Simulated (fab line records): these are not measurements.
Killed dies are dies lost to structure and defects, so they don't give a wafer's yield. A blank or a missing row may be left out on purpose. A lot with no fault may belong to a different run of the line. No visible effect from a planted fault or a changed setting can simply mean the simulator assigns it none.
fab line records	flow sky130
record lots=12	wafers=36	last_day=50
route steps=708 shown POLY_GATE@218 LDD_HVP@287 LDD_LDN@297
lots that met no fault: taken from a fault-free run of the same line
start_h: start of the lot's first displayed wafer, in hours after the record's first day	wait_h: how many hours have passed since the lot's step before this one	" the same as in the row above	L1.1+2: one row covering several wafers at once	- value missing, or start not given	* or withheld: withheld	< > ~ a bound
route shown NAME@n: names a module that has steps shown in the file, with the first one's number in the route	usual: mean and standard deviation over wafers with no fault	same: alike in all rows	chamber/n: place in a boat	sites: readings site by site	_std_site: the standard deviation of these	_edge_site: mean of outer sites minus mean of inner sites	radius_mm: how far each site lies from the wafer's centre	mask NAME#n: copy n	behind: tool/chamber where the wafer was last shaped	hold: why the lot was held/for how many hours/how that ended	device: names the non-switching transistor (n, p or np)	end of line: the route-end tests of the same wafers	step lacking rows: just its recipe	killed: dies lost to structure and defects at the first sort, not the wafer's yield	map: dies across one wafer; x = killed, . = not, _ = none there
set.NAME: the setting that was run; set.NAME@STEP: the one run at that earlier step	model.NAME: the simulator's own value behind a step, which no gauge read
route steps across a sampled set of lots; one table per step, one row per wafer
services: from which hour (start_h, from the record's first day; less than 0 if before it) a tool's chamber was out of use, for how many hours, and why
## steps
# step SKY_POLY_GATE_THK_MEAS_04
# recipe reads=Si3N4_of_POLY_GATE_CVD_03
# usual POLY_GATE_CVD_03_THK=75.3/0.71
lot.wafer	tool	chamber	start_h	wait_h	POLY_GATE_CVD_03_THK[nm]
L849.1	film_metro-04	-	377.58	0.0	76.0
L849.5	"	-	"	"	76.4
L849.6	"	-	"	"	76.8
L850.1	film_metro-02	-	387.19	0.0	75.6
L850.3	"	-	"	"	75.3
L850.5	"	-	"	"	74.9
L851.1	film_metro-03	-	397.83	0.0	74.6
L851.2	"	-	"	"	75.0
L851.3	"	-	"	"	74.9
L852.1	film_metro-04	-	406.04	0.0	75.0
L852.4	"	-	"	"	75.1
L852.6	"	-	"	"	75.1
L853.1	film_metro-03	-	417.38	0.0	74.5
L853.5	"	-	"	"	75.0
L853.6	"	-	"	"	74.6
L856.2	film_metro-03	-	448.20	0.0	74.7
L856.3	"	-	"	"	75.0
L856.5	"	-	"	"	74.6
L858.1	film_metro-04	-	465.71	0.0	74.2
L858.4	"	-	"	"	74.9
L858.6	"	-	"	"	74.3
L862.1	film_metro-03	-	490.38	0.0	76.7
L862.2	"	-	"	"	76.2
L862.6	"	-	"	"	76.8
L864.1	film_metro-02	-	517.49	0.0	75.3
L864.2	"	-	"	"	75.1
L864.4	"	-	"	"	75.7
L865.3	film_metro-03	-	523.40	0.0	74.8
L865.5	"	-	"	"	75.1
L865.6	"	-	"	"	75.5
L866.3	film_metro-02	-	534.56	0.1	75.8
L866.4	"	-	"	"	75.6
L866.5	"	-	"	"	75.4
L867.2	film_metro-03	-	539.23	0.0	74.9
L867.3	"	-	"	"	75.7
L867.4	"	-	"	"	75.3
# step SKY_LDD_HVP_STRIP_09
# recipe chemistry=O2/N2	power_w=1400	pressure_mtorr=1500	platen_temp_c=withheld	o2_flow_sccm=3000	n2_flow_sccm=300	overash_fraction=0.5
# usual drypump_motor_current_A=5.9/0.42	o2_flow_sccm=2999/8.2	oes_product_au=0.408/0.0045	strip_time_to_endpoint_s=4.133/0.015
lot.wafer	tool	chamber	start_h	wait_h	drypump_motor_current_A	o2_flow_sccm	oes_product_au	rf_hours_counter_h	strip_time_to_endpoint_s
L849.1	plasma_asher-02	1	532.25	0.1	5.1	2996	0.410	9	4.132
L849.5	"	1	"	"	5.1	3006	0.406	-	4.160
L849.6	"	0	"	"	5.9	3017	0.402	-	4.135
L850.1	plasma_asher-03	0	542.60	0.1	6.2	2992	0.405	89	4.122
L850.3	"	1	"	"	6.2	3000	0.406	-	4.115
L850.5	"	1	"	"	6.2	2990	0.409	-	4.124
L851.1	plasma_asher-03	1	552.05	0.1	6.2	3007	0.400	91	4.110
L851.2	"	0	"	"	6.2	2996	0.408	91	4.114
L851.3	"	1	"	"	6.2	3004	0.413	-	4.096
L852.1	plasma_asher-03	1	562.35	0.1	6.2	2997	0.406	92	4.131
L852.4	"	0	"	"	6.2	2997	0.408	-	4.135
L852.6	"	1	"	"	6.2	3006	0.407	-	4.145
L853.1	plasma_asher-02	0	573.35	0.1	5.9	2988	0.408	12	4.114
L853.5	"	0	"	"	5.9	2986	0.415	-	4.143
L853.6	"	1	"	"	5.1	2993	0.410	-	4.129
L856.2	plasma_asher-04	1	598.50	0.1	6.4	2998	0.406	74	4.154
L856.3	"	1	"	"	6.4	3009	0.405	-	4.122
L856.5	"	0	"	"	5.7	2994	0.409	-	4.130
L858.1	plasma_asher-02	0	618.00	0.1	5.9	3007	0.412	16	4.113
L858.4	"	0	"	"	5.9	3006	0.409	-	4.115
L858.6	"	0	"	"	5.8	3000	0.414	-	4.141
L862.1	plasma_asher-04	1	639.55	0.1	6.4	3011	0.407	78	4.114
L862.2	"	0	"	"	5.8	2997	0.411	78	4.129
L862.6	"	1	"	"	6.4	3001	0.407	-	4.119
L864.1	plasma_asher-04	0	665.86	0.1	5.7	2982	0.414	80	4.161
L864.2	"	1	"	"	6.4	3004	0.402	80	4.135
L864.4	"	0	"	"	5.7	2999	0.413	-	4.139
L865.3	plasma_asher-04	0	670.88	0.1	5.7	2984	0.406	-	4.122
L865.5	"	1	"	"	6.4	3006	0.399	-	4.124
L865.6	"	0	"	"	5.8	2998	0.406	-	4.139
L866.3	plasma_asher-03	0	681.83	0.1	6.2	3002	0.413	-	4.148
L866.4	"	1	"	"	6.2	2992	0.411	-	4.164
L866.5	"	0	"	"	6.2	3020	0.416	-	4.143
L867.2	plasma_asher-02	1	685.10	0.1	5.1	3009	0.415	23	4.157
L867.3	"	1	"	"	5.1	2985	0.414	-	4.130
L867.4	"	0	"	"	5.9	2994	0.408	-	4.131
# step SKY_LDD_LDN_IMPLANT_08
# recipe species=As	energy_kev=15	dose_cm2=1.25e+13	tilt_deg=withheld	rotation_deg=23
# usual beam_energy_keV=14.999/0.0043	end_station_pressure_torr=5.06e-06/2.9e-07
lot.wafer	tool	chamber	start_h	wait_h	beam_energy_keV	end_station_pressure_torr
L849.1	implanter-04	0	561.90	0.0	14.995	5.19e-06
L849.5	"	0	"	"	14.998	4.87e-06
L849.6	"	0	"	"	14.999	5.64e-06
L850.1	implanter-03	0	572.00	0.0	15.005	4.93e-06
L850.3	"	0	"	"	15.004	5.25e-06
L850.5	"	0	"	"	15.004	4.85e-06
L850.1	implanter-03	0	572.32	0.3	15.002	5.25e-06
L850.3	"	0	"	"	15.001	5.24e-06
L850.5	"	0	"	"	15.003	4.84e-06
L851.1	implanter-04	0	581.05	0.0	14.998	5.02e-06
L851.2	"	0	"	"	14.996	4.75e-06
L851.3	"	0	"	"	14.989	5.25e-06
L852.1	implanter-02	0	591.10	0.0	14.997	4.83e-06
L852.4	"	0	"	"	15.005	5.17e-06
L852.6	"	0	"	"	15.003	4.87e-06
L853.1	implanter-02	0	602.10	0.0	15.004	4.99e-06
L853.5	"	0	"	"	15.006	4.89e-06
L853.6	"	0	"	"	15.008	5.34e-06
L856.2	implanter-04	0	627.52	0.0	14.998	5.31e-06
L856.3	"	0	"	"	15.000	5.27e-06
L856.5	"	0	"	"	14.999	5.22e-06
L856.2	implanter-04	0	627.84	0.3	15.008	4.91e-06
L856.3	"	0	"	"	15.000	4.96e-06
L856.5	"	0	"	"	15.006	4.99e-06
L858.1	implanter-03	0	647.30	0.0	14.997	5.09e-06
L858.4	"	0	"	"	15.005	5.02e-06
L858.6	"	0	"	"	15.000	4.84e-06
L858.1	implanter-03	0	647.61	0.3	15.009	5.21e-06
L858.4	"	0	"	"	15.004	4.59e-06
L858.6	"	0	"	"	15.006	5.28e-06
L862.1	implanter-03	0	667.80	0.0	15.000	4.87e-06
L862.2	"	0	"	"	15.002	5.3e-06
L862.6	"	0	"	"	14.999	4.89e-06
L864.1	implanter-02	0	694.10	0.0	15.004	4.93e-06
L864.2	"	0	"	"	15.002	4.91e-06
L864.4	"	0	"	"	15.001	5.34e-06
L865.3	implanter-02	0	699.20	0.1	15.000	4.49e-06
L865.5	"	0	"	"	14.993	5.54e-06
L865.6	"	0	"	"	15.004	5.14e-06
L866.3	implanter-04	0	709.90	0.1	15.004	5.72e-06
L866.4	"	0	"	"	14.998	4.97e-06
L866.5	"	0	"	"	14.998	5.08e-06
L867.2	implanter-04	0	712.48	0.0	15.006	4.83e-06
L867.3	"	0	"	"	15.006	4.12e-06
L867.4	"	0	"	"	15.002	5.65e-06
# step SKY_LDD_LDN_STRIP_12
# recipe chemistry=O2/N2	power_w=1400	pressure_mtorr=1500	platen_temp_c=withheld	o2_flow_sccm=3000	n2_flow_sccm=300	overash_fraction=0.5
# usual drypump_motor_current_A=5.8/0.48	o2_flow_sccm=2999/8.7	oes_product_au=0.715/0.005	strip_time_to_endpoint_s=14.18/0.036
lot.wafer	tool	chamber	start_h	wait_h	drypump_motor_current_A	o2_flow_sccm	oes_product_au	rf_hours_counter_h	strip_time_to_endpoint_s
L849.1	plasma_asher-02	1	562.50	0.1	5.1	3002	0.720	11	14.14
L849.5	"	1	"	"	5.1	2995	0.717	-	14.16
L849.6	"	0	"	"	5.8	3010	0.707	-	14.14
L850.1	plasma_asher-01	1	572.92	0.1	4.9	2998	0.716	49	14.19
L850.3	"	0	"	"	5.8	2988	0.705	-	14.18
L850.5	"	1	"	"	4.9	3003	0.715	-	14.15
L851.1	plasma_asher-02	0	581.65	0.1	5.8	3013	0.721	13	14.19
L851.2	"	1	"	"	5.2	2982	0.719	13	14.18
L851.3	"	1	"	"	5.1	2995	0.708	-	14.19
L852.1	plasma_asher-02	0	591.70	0.1	5.8	3005	0.712	14	14.20
L852.4	"	1	"	"	5.1	3001	0.714	-	14.17
L852.6	"	1	"	"	5.1	3008	0.703	-	14.12
L853.1	plasma_asher-03	0	602.70	0.1	6.2	3004	0.719	96	14.17
L853.5	"	1	"	"	6.2	2998	0.705	-	14.16
L853.6	"	0	"	"	6.2	3001	0.720	-	14.18
L856.2	plasma_asher-03	0	628.42	0.1	6.2	2979	0.718	98	14.18
L856.3	"	0	"	"	6.2	2988	0.720	-	14.20
L856.5	"	1	"	"	6.2	2991	0.718	-	14.17
L858.1	plasma_asher-03	1	648.21	0.1	6.2	2990	0.714	100	14.20
L858.4	"	1	"	"	6.2	2997	0.716	-	14.16
L858.6	"	1	"	"	6.2	2997	0.709	-	14.13
L862.1	plasma_asher-01	1	668.40	0.1	4.9	3002	0.706	58	14.19
L862.2	"	0	"	"	5.8	2988	0.712	58	14.18
L862.6	"	0	"	"	5.8	2993	0.710	-	14.25
L864.1	plasma_asher-01	0	694.70	0.1	5.8	2996	0.714	61	14.21
L864.2	"	1	"	"	4.9	3001	0.707	61	14.18
L864.4	"	0	"	"	5.8	3010	0.711	-	14.19
L865.3	plasma_asher-03	1	699.78	0.1	6.2	3001	0.713	-	14.15
L865.5	"	1	"	"	6.3	2989	0.722	-	14.13
L865.6	"	0	"	"	6.2	3002	0.717	-	14.15
L866.3	plasma_asher-02	0	710.48	0.1	5.9	2985	0.719	-	14.29
L866.4	"	1	"	"	5.1	3000	0.712	-	14.27
L866.5	"	1	"	"	5.1	2974	0.720	-	14.23
L867.2	plasma_asher-02	0	713.05	0.1	5.9	2999	0.717	26	14.21
L867.3	"	1	"	"	5.1	2997	0.709	-	14.25
L867.4	"	0	"	"	5.9	2987	0.703	-	14.19
# step SKY_LDD_LDN_TW_MEAS_13
# usual LDD_LDN_TW=1482/9.4
lot.wafer	tool	chamber	start_h	wait_h	LDD_LDN_TW
L849.1	film_metro-01	-	562.60	0.1	1485
L849.5	"	-	"	"	1474
L849.6	"	-	"	"	1481
L850.1	film_metro-01	-	573.02	0.1	1577
L850.3	"	-	"	"	1577
L850.5	"	-	"	"	1585
L851.1	film_metro-02	-	581.75	0.1	1489
L851.2	"	-	"	"	1489
L851.3	"	-	"	"	1495
L852.1	film_metro-02	-	591.80	0.1	1486
L852.4	"	-	"	"	1487
L852.6	"	-	"	"	1491
L853.1	film_metro-01	-	602.80	0.1	1483
L853.5	"	-	"	"	1483
L853.6	"	-	"	"	1485
L856.2	film_metro-03	-	628.53	0.1	1563
L856.3	"	-	"	"	1565
L856.5	"	-	"	"	1563
L858.1	film_metro-02	-	648.31	0.1	1590
L858.4	"	-	"	"	1579
L858.6	"	-	"	"	1582
L862.1	film_metro-02	-	668.50	0.1	1489
L862.2	"	-	"	"	1488
L862.6	"	-	"	"	1481
L864.1	film_metro-02	-	694.80	0.1	1478
L864.2	"	-	"	"	1482
L864.4	"	-	"	"	1486
L865.3	film_metro-01	-	699.87	0.1	1484
L865.5	"	-	"	"	1483
L865.6	"	-	"	"	1492
L866.3	film_metro-02	-	710.57	0.1	1490
L866.4	"	-	"	"	1493
L866.5	"	-	"	"	1494
L867.2	film_metro-01	-	713.16	0.1	1475
L867.3	"	-	"	"	1483
L867.4	"	-	"	"	1483
## services
tool	chamber	start_h	hours	kind
implanter-04	-	522.45	1.9	repair
plasma_asher-03	-	527.00	1.8	repair
implanter-03	-	538.70	3.5	pm
plasma_asher-02	-	539.48	14.2	repair
implanter-02	-	578.53	4.3	pm
plasma_asher-01	-	611.56	2.2	repair
implanter-02	-	644.06	4.2	repair
plasma_asher-03	-	683.83	8.2	pm
plasma_asher-04	-	694.82	4.3	repair
## key
first_sign step=SKY_LDD_LDN_IMPLANT_08	reading=visit	direction=added
effect step=SKY_LDD_LDN_TW_MEAS_13	reading=LDD_LDN_TW	direction=up	sigmas=9.9	usual=1482	struck=1576
met_at SKY_LDD_LDN_IMPLANT_08
struck_lots L850,L856,L858
tester_left_out L850,L856,L858
not_acting_at SKY_POLY_GATE_THK_MEAS_04,SKY_LDD_HVP_STRIP_09,SKY_LDD_LDN_STRIP_12
fault kind=repeated_step_whole	tool=implanter-02,implanter-03,implanter-04	chamber=-	onset_h=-	steps=SKY_LDD_LDN_IMPLANT_08	times=1	scope=struck_lots_only
# tester_left_out: of these lots the tester's yield and bins aren't shown, on N5 and GAA mostly nor the transistor test; their killed dies are dies lost to structure and defects alone, not to doping, threshold or leakage, so they don't give the yield
